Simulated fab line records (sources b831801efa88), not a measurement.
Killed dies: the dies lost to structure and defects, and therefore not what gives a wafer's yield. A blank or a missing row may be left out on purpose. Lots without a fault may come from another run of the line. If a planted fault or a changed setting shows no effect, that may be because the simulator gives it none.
A lot that was struck, set against a sound lot | flow sky130 | 16 out of 708 route steps
Sound: wafers L658.2, L658.3, L658.5. Wafers L662.2, L662.5, L662.6 were the ones struck. Last of all comes the cause.
Order at every step that has rows: each side's tool, ch and its chambers, its first start. Under that, the readings that differ: sound wafers | struck wafers | difference of the means | sigmas: that difference in standard deviations of wafers without a fault.
alike: same words and numbers on both sides, and readings whose means sit less than 2 such deviations apart. not compared: any withheld reading, any reading some wafer has no value for, any bound like >300 that may hide the same value, and any number with overlapping values for which the record gives no deviation.
The two part at a step that has a row with sigmas, a row that says differs or no value, or rows on one side only. Numbers that don't overlap but have no deviation are shown without sigmas and don't part them. A reading missing from all wafers of one side parts the sides only when that side holds two or more wafers.

SKY_VIA1_CMP_02: polishes SiO2.
  sound on cmp-01 ch 0,1,2, day 37 05:39; struck on cmp-02 ch 0,2,3, day 38 10:36
  alike: headPressurePsi, motorCurrentA, slurryFilterDpKPa
SKY_VIA1_BOW_MEAS_03:
  sound on filmMetro-02 at day 37 05:55; struck on filmMetro-01 at day 38 10:49
  alike: VIA1_BOW
then, 8 steps without rows for these wafers: SKY_VIA1_DEHYDRATE_04 (time 60 s); SKY_VIA1_HMDS_05 (prime time 60 s); SKY_VIA1_COAT_06 (resist thk 60 nm); SKY_VIA1_COAT_07 (resist thk 450 nm); SKY_VIA1_SOFTBAKE_08 (time 90 s); SKY_VIA1_EXPOSE_09 (exposes mask VIM, target cd 150 nm); SKY_VIA1_PEB_10; SKY_VIA1_DEVELOP_11 (develop time 60 s).
SKY_VIA1_CD_MEAS_12: the cd target is 150 nm.
  sound on cdSem-02 at day 38 07:40; struck on cdSem-02 at day 39 11:31
  alike: cdNm
SKY_VIA1_OVL_MEAS_13:
  sound on overlay-01 at day 38 07:46; struck on overlay-02 at day 39 11:37
  alike: VIA1_OVL
SKY_VIA1_ETCH_14: etches BARC in N2/H2, stops on SiO2, time 45.9 s, target depth 60 nm.
  sound on rieDiel-02 ch 1,2,3, day 38 07:48; struck on rieDiel-04 ch 1,2,3, day 39 11:39
  no value came back on the struck wafers for any of 6 readings (biasW (W), chamberPressureMTorr (mTorr) and others); on the sound wafers biasW (W) reads 99.8 99.3 99.8
reading                                    | sound           | struck            | difference | sigmas
model.KrF-thick_of_VIA1_COAT_07.thkNm (nm) | 392.2 392 390.7 | 436.1 435.7 436.4 | +44.4      | 
  not compared: rfHoursCounterH
SKY_VIA1_ETCH_15: etches SiO2 in C4F8/O2/Ar, stops on TiN, target depth 351 nm, time 54 s.
  sound on rieDiel-02 ch 1,2,3, day 38 07:50; struck on rieDiel-04 ch 1,2,3, day 39 11:41
reading                                    | sound             | struck            | difference | sigmas
oesProductAu (a.u.)                        | 0.965 0.967 0.983 | 0.384 0.377 0.379 | -0.592     | -90
model.KrF-thick_of_VIA1_COAT_07.thkNm (nm) | 324.1 325 320.1   | 365.2 366.2 366.3 | +42.8      | 
  alike: biasW, chamberPressureMTorr, rfFwdPowerW
  not compared: rfHoursCounterH
SKY_VIA1_STRIP_16: strips in O2/N2.
  sound on plasmaAsher-03 ch 0,1, day 38 07:53; struck on plasmaAsher-03 ch 0,1, day 39 11:44
reading                  | sound             | struck            | difference | sigmas
oesProductAu (a.u.)      | 0.416 0.408 0.414 | 0.436 0.430 0.437 | +0.022     | +6
stripTimeToEndpointS (s) | 4.464 4.479 4.431 | 4.912 4.914 4.898 | +0.450     | +22
  alike: drypumpMotorCurrentA
  not compared: rfHoursCounterH
then, 1 step without rows for these wafers: SKY_VIA1_STRIP_17 (strips in post etch residue remover, time 1200 s).

== WHERE THEY PART ==
At SKY_VIA1_ETCH_14 first; at SKY_VIA1_STRIP_16 last (within this record only).

WHY: what had been put in by the simulator
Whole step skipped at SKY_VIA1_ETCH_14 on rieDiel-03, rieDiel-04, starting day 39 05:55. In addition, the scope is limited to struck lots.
